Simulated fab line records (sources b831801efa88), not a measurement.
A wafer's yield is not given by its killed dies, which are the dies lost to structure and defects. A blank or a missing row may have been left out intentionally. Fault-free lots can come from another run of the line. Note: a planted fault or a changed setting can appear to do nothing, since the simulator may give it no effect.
A struck lot beside a sound one + flow sfq-line + 20 out of 325 route steps
Sound: these wafers, L302.2, L302.4, L302.6. Struck: wafer L311.3 (left out: L311.2, a lot-mate that was not struck); the cause follows at the end.
Per side, at each step with rows, come the tool, then ch with its chambers, and then its first start. Under that, the readings that differ: sound wafers + struck wafers + difference of the means + sigmas: that difference in standard deviations of wafers without a fault.
alike: readings with means less than 2 such deviations apart, plus words and numbers identical on both sides. not compared: withheld readings, readings lacking a value on some wafer, bounds such as >300 that could conceal the same value, and numbers that have no deviation in the record and whose values overlap.
The two part at a step that has a row with sigmas, a row that says differs or no value, or rows on one side only. Non-overlapping numbers with no deviation appear without sigmas and do not part them. A reading missing from all wafers of one side parts the sides only when that side holds two or more wafers.

first, 2 steps without rows for these wafers: SFQ_TRILAYER_I2_VIA_LITHO_PEB_070 (peb time 60 s); SFQ_TRILAYER_I2_VIA_LITHO_DEVELOP_069 (time 60 s).
SFQ_I2_OVL_MEAS_918:
  sound: overlay-01 at day 39 03:31; struck: overlay-01 at day 43 11:01
  alike: I2_OVL
SFQ_TRILAYER_I2_VIA_BARC_OPEN_VIA_ETCH_096: etches BARC in O2, target depth 125 nm, time 41.7 s.
  sound on rie-diel-03 ch 0,2,3, day 39 03:33; struck on rie-diel-01 ch 2, day 43 11:02
  alike: drypump-motor-current-A, oes-product-au
  not compared: rf-hours-counter-h
SFQ_TRILAYER_I2_VIA_ETCH_VIA_ETCH_070: etches SiO2 in CHF3, stops on Nb, target depth 260 nm.
  sound on rie-diel-03 ch 0,2,3, day 39 03:35; struck on rie-diel-01 ch 2, day 43 11:05
  alike: drypump-motor-current-A, oes-product-au
SFQ_TRILAYER_I2_VIA_STRIP_STRIP_071: strips in O2.
  sound on rie-metal-01 ch 0,1, day 39 03:42; struck on rie-metal-01 ch 0, day 43 11:11
  alike: drypump-motor-current-A, oes-product-au, platen-temp-c
  not compared: rf-hours-counter-h
then, 2 steps without rows for these wafers: SFQ_TRILAYER_I2_VIA_STRIP_SOLV_CLEAN_072 (cleans in NMP, time 600 s); SFQ_TRILAYER_M3_DEP_PRE_CLEAN_074 (time 22.5 s).
SFQ_TRILAYER_M3_DEP_SPUTTER_073: material Nb, target thk 200 nm, time 133.3 s.
  sound: pvd-sputter-06 at day 39 04:30; struck: pvd-sputter-03 at day 43 12:00
| reading                  | sound                   | struck  | difference | sigmas |
|--------------------------|-------------------------|---------|------------|--------|
| chamber-pressure-pa (Pa) | 0.13342 0.13405 0.13382 | 0.13317 | -0.00059   | -2     |
  alike: base-pressure-pa, throttle-valve-pct
SFQ_M3_RS_MEAS_919: a four-point-probe measurement.
  sound: film-metro-04 at day 39 04:37; struck: film-metro-04 at day 43 12:07
  alike: M3_NB_RS
then, 1 step without rows for these wafers: SFQ_TRILAYER_M3_LITHO_COAT_080 (resist thk 62 nm).
SFQ_TRILAYER_M3_LITHO_COAT_075: resist thk 600 nm.
  sound on litho-track-02 ch 0, day 39 05:07; struck on litho-track-02 ch 0, day 43 12:37
| reading                                             | sound             | struck | difference | sigmas |
|-----------------------------------------------------|-------------------|--------|------------|--------|
| model.KrF_of_TRILAYER_M3_LITHO_COAT_075.thk-nm (nm) | 597.5 597.1 600.6 | 496.8  | -101.6     |        |
then, 4 steps without rows for these wafers: SFQ_TRILAYER_M3_LITHO_SOFTBAKE_079; SFQ_TRILAYER_M3_LITHO_EXPOSE_076 (exposes mask M3, target cd 500 nm); SFQ_TRILAYER_M3_LITHO_PEB_078 (peb time 60 s); SFQ_TRILAYER_M3_LITHO_DEVELOP_077 (time 60 s).
-- the record jumps here: 5 days lie between the struck wafers' starts before and after --
SFQ_M3_OVL_MEAS_921:
  sound: overlay-01 at day 44 11:43; struck: overlay-02 at day 48 17:20
  alike: M3_OVL
SFQ_TRILAYER_M3_BARC_OPEN_METAL_ETCH_100: etches BARC in O2, target depth 125 nm, time 41.7 s.
  sound on rie-metal-03 ch 0,1, day 44 11:44; struck on rie-metal-02 ch 1, day 48 17:22
| reading                     | sound             | struck | difference | sigmas |
|-----------------------------|-------------------|--------|------------|--------|
| drypump-motor-current-A (A) | 5.5 5.5 5.8       | 6.4    | +0.8       | +2     |
| model.M3.cd-nm (nm)         | 501.8 502.5 500.6 | 496.2  | -5.4       |        |
  alike: oes-product-au
  not compared: rf-hours-counter-h
SFQ_TRILAYER_M3_ETCH_METAL_ETCH_078: etches Nb in Cl2/Ar, stops on SiO2, target depth 240 nm, time 120 s.
  sound on rie-metal-03 ch 0,1, day 44 11:48; struck on rie-metal-02 ch 1, day 48 17:26
| reading                                             | sound             | struck | difference | sigmas |
|-----------------------------------------------------|-------------------|--------|------------|--------|
| drypump-motor-current-A (A)                         | 5.5 5.5 5.8       | 6.5    | +0.9       | +3     |
| model.KrF_of_TRILAYER_M3_LITHO_COAT_075.thk-nm (nm) | 378 378.4 376.4   | 281.4  | -96.2      |        |
| model.M3.cd-nm (nm)                                 | 503.2 503.6 501.3 | 493.5  | -9.2       |        |
  alike: oes-product-au
  not compared: rf-hours-counter-h
SFQ_TRILAYER_M3_STRIP_STRIP_079: strips in O2.
  sound on rie-metal-03 ch 0,1, day 44 11:55; struck on rie-metal-02 ch 1, day 48 17:33
| reading                     | sound       | struck | difference | sigmas |
|-----------------------------|-------------|--------|------------|--------|
| drypump-motor-current-A (A) | 5.5 5.5 5.8 | 6.4    | +0.8       | +2     |
  alike: oes-product-au, platen-temp-c
  not compared: rf-hours-counter-h

WHERE THEY PART
Last at SFQ_TRILAYER_M3_STRIP_STRIP_079 as far as this record goes, first at SFQ_TRILAYER_M3_DEP_SPUTTER_073.

WHY: the cause the simulator had injected
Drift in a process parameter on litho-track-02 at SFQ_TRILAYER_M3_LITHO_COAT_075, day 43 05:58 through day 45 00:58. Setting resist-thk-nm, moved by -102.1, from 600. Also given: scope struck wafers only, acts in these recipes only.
